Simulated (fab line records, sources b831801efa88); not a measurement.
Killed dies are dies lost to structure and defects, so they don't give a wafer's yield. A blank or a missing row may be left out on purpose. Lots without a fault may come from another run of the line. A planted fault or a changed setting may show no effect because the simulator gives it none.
Split-lot experiment | flow sky130 | 5 lots, 23 wafers read, on a route of 708 steps

THE SPLIT
At SKY_METAL2_SPUTTER_02 (material AlCu, target thk 250 nm, time 13.3 s), the setting power_w was moved away from the recipe's 10600 W on 9 of the 23 wafers read, by -11.0% to +9.3%. The other wafers ran this setting at the recipe's value.

FROM THE SPLIT TO THE READING: what the file shows between them, 3 steps
- SKY_METAL2_SPUTTER_03: material Ti, target thk 5 nm, time 3.3 s
- SKY_METAL2_SPUTTER_04: material TiN, target thk 70 nm, time 58.3 s
- SKY_METAL2_RS_MEAS_05: measures by four-point-probe

THE READING
METAL2_ALCU_THK, in nm, at SKY_METAL2_THK_MEAS_06 (measures by xrf). Fault-free wafers of this fab line usually give 251 nm, standard deviation 3.5 nm.

wafer  | tool, chamber at the split | power_w as run, W | against the recipe | METAL2_ALCU_THK, nm | against lot-mates on the recipe
L074.1 | pvd_sputter-01, -          | 9434              | -11.0%             | 226                 | -30
L074.2 | pvd_sputter-01, -          | 10600             | recipe             | 255                 | -
L074.3 | pvd_sputter-01, -          | 10600             | recipe             | 258                 | -
L074.4 | pvd_sputter-01, -          | 9434              | -11.0%             | 230                 | -26
L074.6 | pvd_sputter-01, -          | 10600             | recipe             | 255                 | -
L077.1 | pvd_sputter-02, -          | 10600             | recipe             | 247                 | -
L077.2 | pvd_sputter-02, -          | 10600             | recipe             | 246                 | -
L077.3 | pvd_sputter-02, -          | 11590             | +9.3%              | 273                 | +26
L077.4 | pvd_sputter-02, -          | 11590             | +9.3%              | 274                 | +28
L077.5 | pvd_sputter-02, -          | 11590             | +9.3%              | 275                 | +28
L079.1 | pvd_sputter-02, -          | 10600             | recipe             | 254                 | -
L079.4 | pvd_sputter-02, -          | 10600             | recipe             | 252                 | -
L079.5 | pvd_sputter-02, -          | 10600             | recipe             | 245                 | -
L080.1 | pvd_sputter-03, -          | 11090             | +4.6%              | 266                 | +10
L080.2 | pvd_sputter-03, -          | 10600             | recipe             | 257                 | -
L080.4 | pvd_sputter-03, -          | 11090             | +4.6%              | 269                 | +13
L080.5 | pvd_sputter-03, -          | 10600             | recipe             | 258                 | -
L080.6 | pvd_sputter-03, -          | 10600             | recipe             | 254                 | -
L085.1 | pvd_sputter-01, -          | 11510             | +8.6%              | 273                 | +23
L085.2 | pvd_sputter-01, -          | 10600             | recipe             | 251                 | -
L085.3 | pvd_sputter-01, -          | 10600             | recipe             | 249                 | -
L085.4 | pvd_sputter-01, -          | 11510             | +8.6%              | 269                 | +19
L085.6 | pvd_sputter-01, -          | 10600             | recipe             | 249                 | -

THE FIT
A straight line over all 23 wafers: METAL2_ALCU_THK changes by +2.3 nm for each +1% of power_w; r = +0.96; the points scatter about the line by 3.9 nm.
The same after taking each lot's own level away (the mean of its wafers on the recipe; 23 wafers): +2.66 nm for each +1%; r = +0.99; scatter 2.3 nm.
On that fit, the largest move of power_w shifts the reading by 29 nm.
The lots' own levels span 246.5 to 256.3 nm, that is 2.8 times the standard deviation above.
So the lot-to-lot level changes the slope: the two fits differ.
Check: with one of the wafers moved furthest among these (-11.0%) left out of the fit, the line predicts -28.7 nm for it against its lot-mates. It came out at -30 nm against them.

THE WHOLE CHAIN: every reading that the file lists as answering this split, in the file's order
step                   | what it does                                  | reading                                                                           | change (the file's fit)              | r (the file's)
SKY_METAL2_SPUTTER_02  | material AlCu, target thk 250 nm, time 13.3 s | AlCu_of_METAL2_SPUTTER_02.thk_nm (the simulator's own value, which no gauge read) | +2.57 nm for each +1% of the setting | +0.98
SKY_METAL2_RS_MEAS_05  | measures by four-point-probe                  | METAL2_ALCU_RS                                                                    | -0.00135 for each +1% of the setting | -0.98
SKY_METAL2_THK_MEAS_06 | measures by xrf                               | METAL2_ALCU_THK                                                                   | +2.63 for each +1% of the setting    | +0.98

THE FILE'S OWN FIT
METAL2_ALCU_THK changes by +2.63 nm for each +1% of power_w, r = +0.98.
